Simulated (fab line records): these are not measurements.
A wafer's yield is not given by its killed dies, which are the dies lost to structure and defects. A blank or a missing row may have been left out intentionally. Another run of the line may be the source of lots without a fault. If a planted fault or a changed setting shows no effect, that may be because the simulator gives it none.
Struck lot and sound lot, side by side | flow sky130 | 16 out of 708 route steps
Sound: these wafers, L287.1, L287.2, L287.4. Struck: wafer L301.6. (L301.4 of the same lot was not struck and is left out.) The cause comes at the end.
Per side, at each step with rows, come the tool, then ch with its chambers, and then its first start. Under that, the readings that differ: sound wafers | struck wafers | difference of the means | sigmas: that difference in standard deviations of wafers without a fault.
alike: same words and numbers on both sides, and readings whose means sit less than 2 such deviations apart. not compared: any withheld reading, any reading some wafer has no value for, any bound like >300 that may hide the same value, and any number with overlapping values for which the record gives no deviation.
Wherever a step has rows on one side only, a row that says differs or no value, or a row with sigmas, the two part there. Numbers that have no deviation but don't overlap get no sigmas and don't part them. Lack of a reading on every wafer of one side parts them only where that side has two or more wafers.

first, 9 steps without rows for these wafers: SKY_CAP2M_CLEAN_17 (cleans in O3/DIW); SKY_METAL4_DEHYDRATE_05 (time 60 s); SKY_METAL4_HMDS_06 (prime time 60 s); SKY_METAL4_COAT_07 (resist thk 60 nm); SKY_METAL4_COAT_08 (resist thk 1140 nm); SKY_METAL4_SOFTBAKE_09 (time 90 s); SKY_METAL4_EXPOSE_10 (exposes mask MM4, target cd 300 nm); SKY_METAL4_PEB_11; SKY_METAL4_DEVELOP_12 (develop time 60 s).
SKY_METAL4_CD_MEAS_13: target cd 300 nm.
  struck on cd sem-01, day 47 21:31; sound on cd sem-01, day 44 12:37
  alike: cd nm
SKY_METAL4_OVL_MEAS_14:
  struck on overlay-02, day 47 21:35; sound on overlay-01, day 44 12:44
  alike: METAL4_OVL
SKY_METAL4_DESCUM_15: chemistry O2, time 8 s.
  sound on rie metal-01 ch 1, day 44 12:46; struck on rie metal-04 ch 0, day 47 21:37
  alike: drypump motor current A, oes product au
  not compared: rf hours counter h
SKY_METAL4_ETCH_16: etches BARC in N2/H2, stops on SiO2, time 88.2 s, target depth 60 nm.
  sound on rie metal-01 ch 1, day 44 12:50; struck on rie metal-04 ch 0, day 47 21:40
  reading                                       | sound          | struck | difference | sigmas
  model.KrF-thick_of_METAL4_COAT_08.thk nm (nm) | 1079 1081 1086 | 1091   | +9         |
  model.METAL4.cd nm (nm)                       | 300 299.8 299  | 304.6  | +5.0       |
  alike: drypump motor current A, oes product au, throttle valve pct
  not compared: rf hours counter h
SKY_METAL4_ETCH_17: etches SiO2 in C4F8/O2/Ar, stops on TiN, time 3.9 s, target depth 15 nm.
  sound on rie diel-02 ch 0,2,3, day 44 13:02; struck on rie diel-04 ch 1, day 47 21:44
  reading                 | sound           | struck | difference | sigmas
  model.METAL4.cd nm (nm) | 300.1 299.8 299 | 304.4  | +4.8       |
  alike: oes product au
  not compared: rf hours counter h
SKY_METAL4_METAL_ETCH_18: etches the open film in Cl2/BCl3, stops on SiO2, target depth 845 nm, time 183.1 s.
  sound on rie metal-04 ch 0,1, day 44 13:02; struck on rie metal-02 ch 0, day 47 21:49
  alike: drypump motor current A, oes product au, throttle valve pct
  not compared: rf hours counter h
-- the record jumps here: 3 days lie between the struck wafers' starts before and after (it left off in module METAL4 and takes up again in module PAD_OPEN, whose first step shown is number 708 of the route) --
SKY_PAD_OPEN_PROBE_99:
  struck on prober-01, day 51 01:00; sound on prober-01, day 48 05:07
  reading      | sound    | struck | difference | sigmas
  killed short | 46 54 47 | 32     | -17        | -3
  alike: defect limited yield, killed_at_M0_to_M3, killed_at_M4_up, killed at contacts, killed at front end, killed dies, killed open, sort_bin_3_pad_short, sort_bin_5_function, sort_bin_6_memory, sort n pass, sort yield pct

## WHERE THEY PART
Within this record, at SKY_PAD_OPEN_PROBE_99 only.

WHY: whatever the simulator had introduced
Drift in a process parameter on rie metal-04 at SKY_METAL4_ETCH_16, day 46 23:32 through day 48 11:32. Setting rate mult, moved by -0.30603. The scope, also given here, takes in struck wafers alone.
